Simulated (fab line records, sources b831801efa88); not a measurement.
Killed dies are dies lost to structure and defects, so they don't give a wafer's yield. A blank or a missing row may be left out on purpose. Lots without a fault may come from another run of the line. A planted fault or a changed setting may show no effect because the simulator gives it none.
Which tool did it? | flow gf180mcu | 13 lots, 39 wafers sampled, at 3 steps of a route of 602

WHAT THE GAUGES READ, wafer by wafer
GF_V5_THK_MEAS_25: measures by xrf.
lot  | measured     | on            | V5_W_THK (nm)
L868 | day 27 10:00 | film_metro-03 | 347 347 350
L869 | day 27 17:00 | film_metro-02 | 345 339 339
L870 | day 27 21:10 | film_metro-02 | 339 342 339
L871 | day 28 03:28 | film_metro-01 | 334 343 341
L872 | day 28 14:50 | film_metro-01 | 343 345 339
L873 | day 28 20:04 | film_metro-01 | 340 348 340
L874 | day 29 01:07 | film_metro-01 | 340 338 350
L875 | day 29 12:41 | film_metro-02 | 347 336 336
L876 | day 29 18:17 | film_metro-03 | 342 339 342
L878 | day 30 15:01 | film_metro-02 | 351 349 335
L879 | day 30 18:02 | film_metro-01 | 342 339 352
L880 | day 31 00:55 | film_metro-02 | 339 344 345
L884 | day 31 23:51 | film_metro-02 | 348 352 342

WHICH TOOL RAN EACH LOT (tool, then ch and the chambers of the sampled wafers, then the start)
lot  | GF_V1_CMP_26                  | GF_V5_SPUTTER_21
L868 | cmp-01 ch 0,1,2, day 18 08:24 | pvd_sputter-02, day 27 09:40
L869 | cmp-02 ch 0,1,2, day 18 17:01 | pvd_sputter-01, day 27 16:39
L870 | cmp-02 ch 1,3, day 18 21:36   | pvd_sputter-01, day 27 20:50
L871 | cmp-01 ch 1,2, day 19 05:56   | pvd_sputter-01, day 28 03:07
L872 | cmp-02 ch 0,2,3, day 19 19:29 | pvd_sputter-02, day 28 14:28
L873 | cmp-01 ch 0,3, day 20 00:05   | pvd_sputter-03, day 28 19:44
L874 | cmp-02 ch 1,2, day 20 08:44   | pvd_sputter-02, day 29 00:46
L875 | cmp-01 ch 0,2,3, day 20 23:25 | pvd_sputter-03, day 29 12:20
L876 | cmp-01 ch 0,2,3, day 21 07:32 | pvd_sputter-03, day 29 17:56
L878 | cmp-02 ch 2,3, day 22 05:49   | pvd_sputter-01, day 30 14:39
L879 | cmp-01 ch 1,2, day 22 13:19   | pvd_sputter-02, day 30 17:42
L880 | cmp-02 ch 1,2,3, day 22 20:49 | pvd_sputter-01, day 31 00:35
L884 | cmp-02 ch 1,2,3, day 24 00:50 | pvd_sputter-01, day 31 23:31
- GF_V1_CMP_26: polishes, stops on SiO2, t overpolish 15 s, target thk 0 nm.
- GF_V5_SPUTTER_21: material Ti, target thk 15 nm, time 80.02 s.

WHAT THE TOOLS THEMSELVES READ (means of the sampled wafers that have a number; where no wafer has one, the mark that the record gives instead)
GF_V1_CMP_26.
lot  | tool   | motor_current_A (A) | overpolish_run_s (s) | slurry_filter_dp_kPa (kPa) | time_to_endpoint_s (s)
L868 | cmp-01 | 11.5                | 15.009               | 13.47                      | 81
L869 | cmp-02 | 12.5                | 14.999               | 13.43                      | 82
L870 | cmp-02 | 12.4                | 14.997               | 13.54                      | 83
L871 | cmp-01 | 12.2                | 15.000               | 13.54                      | 78
L872 | cmp-02 | 11.6                | 15.003               | 13.51                      | 87
L873 | cmp-01 | 11.0                | 14.999               | 13.62                      | 85
L874 | cmp-02 | 13.1                | 15.002               | 13.61                      | 85
L875 | cmp-01 | 11.7                | 15.005               | 13.49                      | 85
L876 | cmp-01 | 11.0                | 15.000               | 13.50                      | 84
L878 | cmp-02 | 11.7                | 15.000               | 13.45                      | 91
L879 | cmp-01 | 12.6                | 15.007               | 13.50                      | 82
L880 | cmp-02 | 12.5                | 15.002               | 13.56                      | 85
L884 | cmp-02 | 11.9                | 15.004               | 13.38                      | 88

GF_V5_SPUTTER_21.
lot  | tool           | throttle_valve_pct (%)
L868 | pvd_sputter-02 | 30.5
L869 | pvd_sputter-01 | 29.6
L870 | pvd_sputter-01 | 29.2
L871 | pvd_sputter-01 | 30.4
L872 | pvd_sputter-02 | 30.5
L873 | pvd_sputter-03 | 29.6
L874 | pvd_sputter-02 | 30.2
L875 | pvd_sputter-03 | 29.8
L876 | pvd_sputter-03 | 29.1
L878 | pvd_sputter-01 | 28.8
L879 | pvd_sputter-02 | 29.9
L880 | pvd_sputter-01 | 29.8
L884 | pvd_sputter-01 | 29.7

THE ANSWER, worked out from the rows above alone
Rule: what is usual is taken from the lots themselves. Put in order of their means at a reading, lots are off if they are a third of the lots or fewer, leave a main group of 4 or more, and stand apart from it by a gap of 3 or more times the standard deviation of the main group's means; of several such gaps the widest counts. A main group whose means are all the same, to the digits that the tables above print for the reading, isn't used. A lot without any number at a reading at which 4 lots or more have one is off too. The other lots that the step has rows for count as sound. The gauges are gone through in route order, then the tools' own readings, and for those a lot's mean is taken as printed above. The first step at which some lot is off is used, and at that step the reading that is off furthest; a lot without a number counts as furthest.
No lot is off at any reading shown: from this, nothing can be told.

WHAT THE SIMULATOR HAD PUT IN
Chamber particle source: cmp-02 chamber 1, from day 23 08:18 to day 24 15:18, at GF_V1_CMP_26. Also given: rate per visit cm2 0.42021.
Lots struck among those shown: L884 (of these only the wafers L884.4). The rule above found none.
